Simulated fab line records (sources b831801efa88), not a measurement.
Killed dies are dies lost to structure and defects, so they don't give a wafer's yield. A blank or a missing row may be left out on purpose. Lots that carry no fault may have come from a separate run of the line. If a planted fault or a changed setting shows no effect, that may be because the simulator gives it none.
A struck lot beside a sound one :: flow sky130 :: 16 out of 708 route steps
Sound: the wafers L800.3, L800.4, L800.5. Struck: wafers L805.2, L805.4 (left out: L805.5, a lot-mate that was not struck); the cause follows at the end.
At each step with rows: each side's tool, then ch and its chambers, then its first start. Under that, the readings that differ: sound wafers :: struck wafers :: difference of the means :: sigmas: that difference in standard deviations of wafers without a fault.
alike: readings with means less than 2 such deviations apart, plus words and numbers identical on both sides. not compared: withheld readings, readings lacking a value on some wafer, bounds such as >300 that could conceal the same value, and numbers that have no deviation in the record and whose values overlap.
A row with sigmas, a row that says differs or no value, or rows on one side alone: a step with any of these is where the two part. Numbers that don't overlap but have no deviation are shown without sigmas and don't part them. A reading that every wafer of one side lacks parts them only if that side has two wafers or more.

first, 3 steps without rows for these wafers: SKY_LI_CONTACT_EXPOSE_09 (exposes mask LICM1, target cd 170 nm); SKY_LI_CONTACT_PEB_10; SKY_LI_CONTACT_DEVELOP_11 (develop time 60 s).
SKY_LI_CONTACT_CD_MEAS_12: target cd 170 nm.
  struck on cd sem-02, day 33 23:47; sound on cd sem-02, day 32 14:22
  alike: cd nm
SKY_LI_CONTACT_OVL_MEAS_13:
  struck on overlay-02, day 33 23:54; sound on overlay-02, day 32 14:28
reading: LI_CONTACT_OVL (nm)
sound: 7 3 8
struck: -10 -2
difference: -12
sigmas: -2
SKY_LI_CONTACT_ETCH_14: etches BARC in N2/H2, stops on SiO2, time 45.9 s, target depth 60 nm.
  sound on rie diel-01 ch 0,1,2, day 32 14:29; struck on rie diel-03 ch 2,3, day 33 23:56
reading: oes product au (a.u.)
sound: 0.848 0.850 0.851
struck: 0.865 0.855
difference: +0.010
sigmas: +2
  alike: bias w, drypump motor current A, throttle valve pct
  not compared: rf hours counter h
SKY_LI_CONTACT_ETCH_15: etches PSG in C4F8/O2/Ar, stops on Si, target depth 600 nm.
  sound on rie diel-01 ch 0,1,2, day 32 14:32; struck on rie diel-03 ch 2,3, day 33 23:58
  alike: bias w, oes product au
SKY_LI_CONTACT_STRIP_16: strips in O2/N2.
  sound on plasma asher-01 ch 0,1, day 32 14:39; struck on plasma asher-04 ch 1, day 34 00:03
  alike: drypump motor current A, oes product au, strip time to endpoint s
  not compared: rf hours counter h
then, 2 steps without rows for these wafers: SKY_LI_CONTACT_CLEAN_17 (cleans in NMP, time 600 s); SKY_LI_CONTACT_PRE_CLEAN_18 (time 5.6 s).
SKY_LI_CONTACT_SPUTTER_19: material Ti, target thk 20 nm, time 106.37 s.
  struck on pvd sputter-03, day 34 00:21; sound on pvd sputter-01, day 32 14:55
  alike: cathode dc power W, substrate temp c, throttle valve pct
SKY_LI_CONTACT_SPUTTER_20: material TiN, target thk 20 nm, time 80 s.
  struck on pvd sputter-03, day 34 00:26; sound on pvd sputter-01, day 32 14:59
  alike: cathode dc power W, throttle valve pct
SKY_LI_CONTACT_CVD_21: deposits W, target thk 400 nm, time 120.56 s.
  sound on cvd w-02 ch 0,1, day 32 15:05; struck on cvd w-01 ch 0, day 34 00:29
reading: model.W_of_LI_CONTACT_CVD_21.thk nm (nm)
sound: 394.7 392.3 392.4
struck: 422.1 421.2
difference: +28.5
sigmas: 
  alike: heater power w
SKY_LI_CONTACT_RS_MEAS_22: measures by four-point-probe.
  struck on film metro-02, day 34 00:38; sound on film metro-02, day 32 15:13
reading: LI_CONTACT_W_RS (ohm/sq)
sound: 0.288 0.290 0.290
struck: 0.270 0.270
difference: -0.019
sigmas: -4
SKY_LI_CONTACT_THK_MEAS_23: measures by xrf.
  struck on film metro-02, day 34 00:44; sound on film metro-02, day 32 15:19
reading: LI_CONTACT_W_THK (nm)
sound: 392 387 387
struck: 423 419
difference: +32
sigmas: +3
-- here the record skips 15 days between the struck wafers' starts before and after, leaving off in module LI_CONTACT and picking up in module PAD_OPEN (first step shown: number 708 of the route) --
SKY_PAD_OPEN_PROBE_99:
  record: rows for the struck wafers here (prober-01, day 49 03:58), none for the sound ones

## WHERE THEY PART
First at SKY_LI_CONTACT_OVL_MEAS_13; last, within this record, at SKY_PAD_OPEN_PROBE_99.

WHY: what the simulator had put in
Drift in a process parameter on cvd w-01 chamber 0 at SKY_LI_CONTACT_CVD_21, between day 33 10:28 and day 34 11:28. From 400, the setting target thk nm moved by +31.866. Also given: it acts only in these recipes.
